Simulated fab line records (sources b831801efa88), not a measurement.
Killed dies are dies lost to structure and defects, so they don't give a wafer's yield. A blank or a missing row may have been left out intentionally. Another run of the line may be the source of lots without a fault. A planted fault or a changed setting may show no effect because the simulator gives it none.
Comparing a struck lot with a sound one :: flow sky130 :: 17 steps out of a route of 708
Sound: wafers L328.2, L328.4, L328.5. Struck: wafer L341.2 (L341.1, L341.3, from the same lot, were not struck and are left out); the cause is given at the end.
Per side, at each step with rows, come the tool, then ch with its chambers, and then its first start. Under that, the readings that differ: sound wafers :: struck wafers :: difference of the means :: sigmas: that difference in standard deviations of wafers without a fault.
alike: same words and numbers on both sides, and readings whose means sit less than 2 such deviations apart. not compared: any withheld reading, any reading some wafer has no value for, any bound like >300 that may hide the same value, and any number with overlapping values for which the record gives no deviation.
Wherever a step has rows on one side only, a row that says differs or no value, or a row with sigmas, the two part there. Non-overlapping numbers with no deviation appear without sigmas and do not part them. Lack of a reading on every wafer of one side parts them only where that side has two or more wafers.

first, 2 steps without rows for these wafers: SKY_LOCAL_INTERCONNECT_PEB_09; SKY_LOCAL_INTERCONNECT_DEVELOP_10 (develop time 60 s).
SKY_LOCAL_INTERCONNECT_CD_MEAS_11: target cd 170 nm.
  sound: cd sem-01 at day 31 01:08; struck: cd sem-01 at day 35 04:12
  alike: cd nm
SKY_LOCAL_INTERCONNECT_OVL_MEAS_12:
  sound: overlay-02 at day 31 01:15; struck: overlay-01 at day 35 04:19
  alike: LOCAL_INTERCONNECT_OVL
SKY_LOCAL_INTERCONNECT_ETCH_13: etches BARC in N2/H2, stops on SiO2, time 45.9 s, target depth 60 nm.
  sound on rie metal-04 ch 0, day 31 01:18; struck on rie metal-02 ch 1, day 35 04:21
  alike: drypump motor current A, oes product au, rf fwd power W, throttle valve pct
  not compared: rf hours counter h
SKY_LOCAL_INTERCONNECT_METAL_ETCH_14: etches TiN in Cl2/BCl3, stops on PSG, target depth 110 nm, time 31.4 s.
  sound on rie metal-04 ch 0, day 31 01:25; struck on rie metal-02 ch 1, day 35 04:29
  alike: drypump motor current A, oes product au, rf fwd power W, throttle valve pct
  not compared: rf hours counter h
SKY_LOCAL_INTERCONNECT_STRIP_15: strips in O2/N2.
  sound on plasma asher-01 ch 0, day 31 01:31; struck on plasma asher-01 ch 1, day 35 04:35
  alike: drypump motor current A, oes product au, strip time to endpoint s
  not compared: rf hours counter h
then, 3 steps without rows for these wafers: SKY_LOCAL_INTERCONNECT_STRIP_16 (strips in post etch residue remover, time 1200 s); SKY_LOCAL_INTERCONNECT_CLEAN_17 (cleans in IPA, time 180 s); SKY_LOCAL_INTERCONNECT_CLEAN_18 (cleans in O3/DIW).
SKY_CONTACT_CVD_00: deposits Si3N4, target thk 75 nm.
  sound on pecvd-04 ch 0,2, day 31 02:10; struck on pecvd-01 ch 1, day 35 05:11
  alike: heater power w, rf fwd power W, susceptor temp C
SKY_CONTACT_THK_MEAS_01:
  sound: film metro-02 at day 31 02:13; struck: film metro-03 at day 35 05:13
  alike: CONTACT_CVD_00_THK
SKY_CONTACT_HDPCVD_02: deposits SiO2, target thk 565 nm, time 94.2 s.
  sound on hdpcvd-01 ch 0,1,2, day 31 02:16; struck on hdpcvd-02 ch 2, day 35 05:16
reading: run length s (s)
sound: 121.8 121.2 121.6
struck: 116.2
difference: -5.3
sigmas: -9

reading: model.SiO2_of_CONTACT_HDPCVD_02.thk nm (nm)
sound: 561.2 565.4 566.7
struck: 529.4
difference: -35.0
sigmas: 
  not compared: susceptor temp C
SKY_CONTACT_THK_MEAS_03:
  sound: film metro-02 at day 31 02:21; struck: film metro-01 at day 35 05:34
reading: CONTACT_HDPCVD_THK (nm)
sound: 561 565 566
struck: 530
difference: -34
sigmas: -7
  not compared: hold
SKY_CONTACT_CMP_04: polishes SiO2.
  sound on cmp-01 ch 0,2, day 31 02:24; struck on cmp-01 ch 0, day 35 09:50
reading: hold
sound: - - -
struck: await dispo/4.0h/release
difference: no value on the sound wafers
sigmas: 

reading: time to endpoint s (s)
sound: 86 79 83
struck: 70
difference: -13
sigmas: -3
  alike: motor current A
SKY_CONTACT_BOW_MEAS_05:
  sound: film metro-02 at day 31 02:43; struck: film metro-02 at day 35 10:08
  alike: CONTACT_BOW
-- the record jumps here: 14 days lie between the struck wafers' starts before and after (it left off in module CONTACT and takes up again in module PAD_OPEN, whose first step shown is number 708 of the route) --
SKY_PAD_OPEN_PROBE_99:
  sound: prober-02 at day 46 10:52; struck: prober-01 at day 49 14:40
reading: killed at contacts
sound: 22 20 20
struck: 32
difference: +11
sigmas: +2

reading: killed open
sound: 41 46 36
struck: 57
difference: +16
sigmas: +2
  alike: killed_at_M0_to_M3, killed_at_M4_up, killed at front end, killed at other, killed dies, killed on rim, killed short

== WHERE THEY PART ==
At SKY_CONTACT_HDPCVD_02 first; at SKY_PAD_OPEN_PROBE_99 last (within this record only).

WHY: what the simulator had put in
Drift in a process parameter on hdpcvd-02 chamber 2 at SKY_CONTACT_HDPCVD_02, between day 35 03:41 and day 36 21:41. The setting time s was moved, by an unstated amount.
